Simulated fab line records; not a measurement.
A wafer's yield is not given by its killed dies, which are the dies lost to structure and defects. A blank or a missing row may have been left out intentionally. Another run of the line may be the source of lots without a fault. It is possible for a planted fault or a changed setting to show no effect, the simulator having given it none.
Which tool is to blame? | flow sky130 | 36 wafers from 12 lots sampled at 2 of the route's 708 steps

== WHAT EACH GAUGE READ, for each wafer ==
SKY_LI_CONTACT_RS_MEAS_22: measurement is done with a four-point probe.
lot  | measured     | on           | LI_CONTACT_W_RS (ohm/sq)
L144 | day 29 05:01 | filmMetro-04 | 0.282 0.283 0.284
L145 | day 29 15:37 | filmMetro-03 | 0.283 0.283 0.278
L146 | day 30 09:43 | filmMetro-04 | 0.286 0.290 0.289
L148 | day 30 21:19 | filmMetro-03 | 0.288 0.284 0.290
L150 | day 31 08:21 | filmMetro-03 | 0.290 0.288 0.289
L154 | day 32 13:45 | filmMetro-03 | 0.286 0.288 0.289
L153 | day 32 15:13 | filmMetro-03 | 0.292 0.294 0.292
L157 | day 33 16:22 | filmMetro-04 | 0.284 0.289 0.280
L161 | day 34 19:35 | filmMetro-04 | 0.283 0.284 0.287
L162 | day 35 11:54 | filmMetro-04 | 0.278 0.284 0.281
L163 | day 35 16:29 | filmMetro-02 | 0.285 0.291 0.287
L164 | day 35 19:04 | filmMetro-03 | 0.289 0.287 0.288

== TOOL THAT RAN EACH LOT (tool first, then ch and the chambers of the sampled wafers, then the start) ==
lot  | SKY_LDD_N_IMPLANT_14
L144 | implanter-02 ch 0, day 17 17:45
L145 | implanter-02 ch 0, day 18 02:56
L146 | implanter-02 ch 0, day 18 21:49
L148 | implanter-02 ch 0, day 19 14:49
L150 | implanter-03 ch 0, day 20 01:19
L154 | implanter-03 ch 0, day 21 08:38
L153 | implanter-03 ch 0, day 21 12:40
L157 | implanter-03 ch 0, day 22 16:08
L161 | implanter-02 ch 0, day 23 23:59
L162 | implanter-03 ch 0, day 24 19:01
L163 | implanter-01 ch 0, day 25 00:32
L164 | implanter-02 ch 0, day 25 03:16
- SKY_LDD_N_IMPLANT_14

== AS READ BY THE TOOLS THEMSELVES (means over the sampled wafers that have a number; for cases with no such wafer, the mark the record gives instead) ==
SKY_LDD_N_IMPLANT_14.
lot  | tool         | faradayCurrentUA | tiltDeg (degrees)
L144 | implanter-02 | 28.7             | 29.972
L145 | implanter-02 | 28.1             | 29.997
L146 | implanter-02 | 27.8             | 29.996
L148 | implanter-02 | 27.5             | 30.018
L150 | implanter-03 | 28.5             | 30.006
L154 | implanter-03 | 28.5             | 29.986
L153 | implanter-03 | 28.0             | 29.997
L157 | implanter-03 | 28.2             | 30.004
L161 | implanter-02 | 28.5             | 0.025
L162 | implanter-03 | 28.1             | 30.019
L163 | implanter-01 | 28.7             | 29.987
L164 | implanter-02 | 27.8             | -0.016

== THE ANSWER, worked out from the rows above alone ==
Rule: what is usual is taken from the lots themselves. Put in order of their means at a reading, lots are off if they are a third of the lots or fewer, leave a main group of 4 or more, and stand apart from it by a gap of 3 or more times the standard deviation of the main group's means; of several such gaps the widest counts. The tables above print the reading to a certain number of digits; a main group whose means all agree to those digits is not used. A lot without any number at a reading at which 4 lots or more have one is off too. Any other lot the step has rows for is counted as sound. The gauges are gone through in route order, then the tools' own readings, and for those a lot's mean is taken as printed above. The first step at which some lot is off is used, and at that step the reading that is off furthest; a lot without a number counts as furthest.
Off at SKY_LDD_N_IMPLANT_14 (tiltDeg): L161, L164. The main group: mean 29.998 degrees, standard deviation 0.014.
If a tool, at that step or one of the process steps before it, ran each lot that is off and ran no sound lot following the first of them, it fits. One fits: implanter-02 at SKY_LDD_N_IMPLANT_14. A fault onset in the window from L148 (day 19 14:49, its last sound lot) to L161 (day 23 23:59, its first lot off) fits.
The tool's own readings at SKY_LDD_N_IMPLANT_14 bear it out: on the lots that are off they differ by more than 5 times the standard deviation of the sound lots' means. tiltDeg reads 0.005 degrees there against 29.998 degrees on the sound lots.

== WHAT HAD BEEN PUT IN BY THE SIMULATOR ==
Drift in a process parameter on implanter-02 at SKY_LDD_N_IMPLANT_14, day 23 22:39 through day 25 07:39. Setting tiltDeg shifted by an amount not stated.
Lots struck among those shown: L161, L164. The rule above found the same.
